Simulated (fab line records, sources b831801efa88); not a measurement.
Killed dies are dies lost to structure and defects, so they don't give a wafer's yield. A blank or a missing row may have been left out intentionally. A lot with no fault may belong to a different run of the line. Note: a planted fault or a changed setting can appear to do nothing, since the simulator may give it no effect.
Struck lot and sound lot, side by side ; flow sky130 ; 33 steps out of a route of 708
Sound: these wafers, L110.1, L110.3, L110.4. Wafers struck: L108.3, L108.4, L108.6. The cause is given at the end.
Per side, at each step with rows, come the tool, then ch with its chambers, and then its first start. Under that, the readings that differ: sound wafers ; struck wafers ; difference of the means ; sigmas: that difference in standard deviations of wafers without a fault.
alike: words and numbers the same on both sides, and readings whose means are apart by under 2 such deviations; not compared: readings that were withheld, readings missing a value for some wafer, numbers with overlapping values and no deviation given by the record, and bounds like >300 which may hide the same value.
A row with sigmas, a row that says differs or no value, or rows on one side alone: a step with any of these is where the two part. When numbers do not overlap yet have no deviation, they are printed without sigmas and do not part them. A reading missing from all wafers of one side parts the sides only when that side holds two or more wafers.

first, 1 step without rows for these wafers: SKY_NWELL_DEVELOP_22 (develop time 60 s).
SKY_NWELL_OVL_MEAS_23:
  sound on overlay-01, day 9 16:52; struck on overlay-02, day 9 00:32
  alike: NWELL_01_OVL
then, 1 step without rows for these wafers: SKY_NWELL_IMPLANT_24.
SKY_NWELL_STRIP_25: strips in O2/N2.
  sound on plasmaAsher-04 ch 0,1, day 9 17:03; struck on plasmaAsher-01 ch 0,1, day 9 00:44
  alike: drypumpMotorCurrentA, oesProductAu, stripTimeToEndpointS
  not compared: rfHoursCounterH
SKY_NWELL_TW_MEAS_26:
  sound on filmMetro-01, day 9 17:09; struck on filmMetro-03, day 9 00:50
  alike: NWELL_2_TW
then, 1 step without rows for these wafers: SKY_NWELL_CLEAN_27 (cleans in SC1/SC2, time 150 s).
SKY_NWELL_RTA_28: time 30 s.
  sound on rtpAnneal-01 ch 0, day 9 17:16; struck on rtpAnneal-02 ch 0, day 9 00:57
  alike: lampPowerPct, wafer_temp_C_max
SKY_NWELL_RS_MEAS_29: uses a four-point probe to measure.
  sound on filmMetro-04, day 9 17:22; struck on filmMetro-01, day 9 01:04
  alike: NWELL_RS
SKY_NWELL_RS_MEAS_31: uses a four-point probe to measure.
  sound on filmMetro-04, day 9 17:36; struck on filmMetro-01, day 9 01:18
  alike: PWDE_RS
then, 2 steps without rows for these wafers: SKY_VT_ADJUST_HVTP_DEHYDRATE_00 (time 60 s); SKY_VT_ADJUST_HVTP_HMDS_01 (prime time 60 s).
SKY_VT_ADJUST_HVTP_COAT_02: resist thk 1140 nm.
  struck on lithoTrack-04, day 9 11:24; sound on lithoTrack-02 ch 0, day 10 04:49
  no value came back on the struck wafers for chillPlateTempC (C), dispensePressureKPa (kPa); on the sound wafers chillPlateTempC (C) reads 23.09 23.11 23.08
then, 4 steps without rows for these wafers: SKY_VT_ADJUST_HVTP_SOFTBAKE_03 (time 60 s); SKY_VT_ADJUST_HVTP_EXPOSE_04 (exposes mask HVTPM, target cd 380 nm); SKY_VT_ADJUST_HVTP_PEB_05; SKY_VT_ADJUST_HVTP_DEVELOP_06 (develop time 60 s).
SKY_VT_ADJUST_HVTP_CD_MEAS_07: target cd 380 nm.
  sound on cdSem-02, day 10 15:54; struck on cdSem-01, day 9 21:50
reading;sound;struck;difference;sigmas
cdNm (nm);384 382 386;- - -;no value on the struck wafers;
SKY_VT_ADJUST_HVTP_OVL_MEAS_08:
  sound on overlay-02, day 10 16:01; struck on overlay-02, day 9 21:56
reading;sound;struck;difference;sigmas
VT_ADJUST_HVTP_OVL (nm);3.3 3.7 2.3;- - -;no value on the struck wafers;
then, 1 step without rows for these wafers: SKY_VT_ADJUST_HVTP_IMPLANT_09.
SKY_VT_ADJUST_HVTP_STRIP_10: strips in O2/N2.
  sound on plasmaAsher-01 ch 0,1, day 10 16:13; struck on plasmaAsher-02 ch 0,1, day 9 22:08
  no value came back on the struck wafers for oesProductAu (a.u.), stripTimeToEndpointS (s); on the sound wafers oesProductAu (a.u.) reads 0.723 0.726 0.726
  alike: drypumpMotorCurrentA
  not compared: rfHoursCounterH
SKY_VT_ADJUST_HVTP_TW_MEAS_11:
  sound on filmMetro-01, day 10 16:19; struck on filmMetro-01, day 9 22:14
  alike: VT_ADJUST_HVTP_TW
then, 7 steps without rows for these wafers: SKY_VT_ADJUST_LVTN_DEHYDRATE_00 (time 60 s); SKY_VT_ADJUST_LVTN_HMDS_01 (prime time 60 s); SKY_VT_ADJUST_LVTN_COAT_02 (resist thk 3000 nm); SKY_VT_ADJUST_LVTN_SOFTBAKE_03; SKY_VT_ADJUST_LVTN_EXPOSE_04 (exposes mask NWM COMPLEMENT LESS NATIVE, target cd 840 nm); SKY_VT_ADJUST_LVTN_PEB_05; SKY_VT_ADJUST_LVTN_DEVELOP_06 (develop time 60 s).
SKY_VT_ADJUST_LVTN_OVL_MEAS_07:
  sound on overlay-01, day 11 15:49; struck on overlay-02, day 10 20:56
  alike: VT_ADJUST_LVTN_OVL
then, 1 step without rows for these wafers: SKY_VT_ADJUST_LVTN_IMPLANT_08.
SKY_VT_ADJUST_LVTN_STRIP_09: strips in O2/N2.
  sound on plasmaAsher-03 ch 0,1, day 11 16:00; struck on plasmaAsher-02 ch 0,1, day 10 21:08
  alike: drypumpMotorCurrentA, oesProductAu, stripTimeToEndpointS
  not compared: rfHoursCounterH
SKY_VT_ADJUST_LVTN_TW_MEAS_10:
  sound on filmMetro-04, day 11 16:06; struck on filmMetro-04, day 10 21:27
reading;sound;struck;difference;sigmas
VT_ADJUST_LVTN_TW;243.8 243.6 243.0;1363.6 1372.0 1371.4;+1125.5;+99 or more
  not compared: hold
SKY_PAD_OPEN_PROBE_99:
  sound wafers here have rows in the record (prober-01, day 50 07:31); struck ones have none

== WHERE THEY PART ==
At SKY_VT_ADJUST_HVTP_COAT_02 first; at SKY_PAD_OPEN_PROBE_99 last (within this record only).

WHY: the cause the simulator had injected
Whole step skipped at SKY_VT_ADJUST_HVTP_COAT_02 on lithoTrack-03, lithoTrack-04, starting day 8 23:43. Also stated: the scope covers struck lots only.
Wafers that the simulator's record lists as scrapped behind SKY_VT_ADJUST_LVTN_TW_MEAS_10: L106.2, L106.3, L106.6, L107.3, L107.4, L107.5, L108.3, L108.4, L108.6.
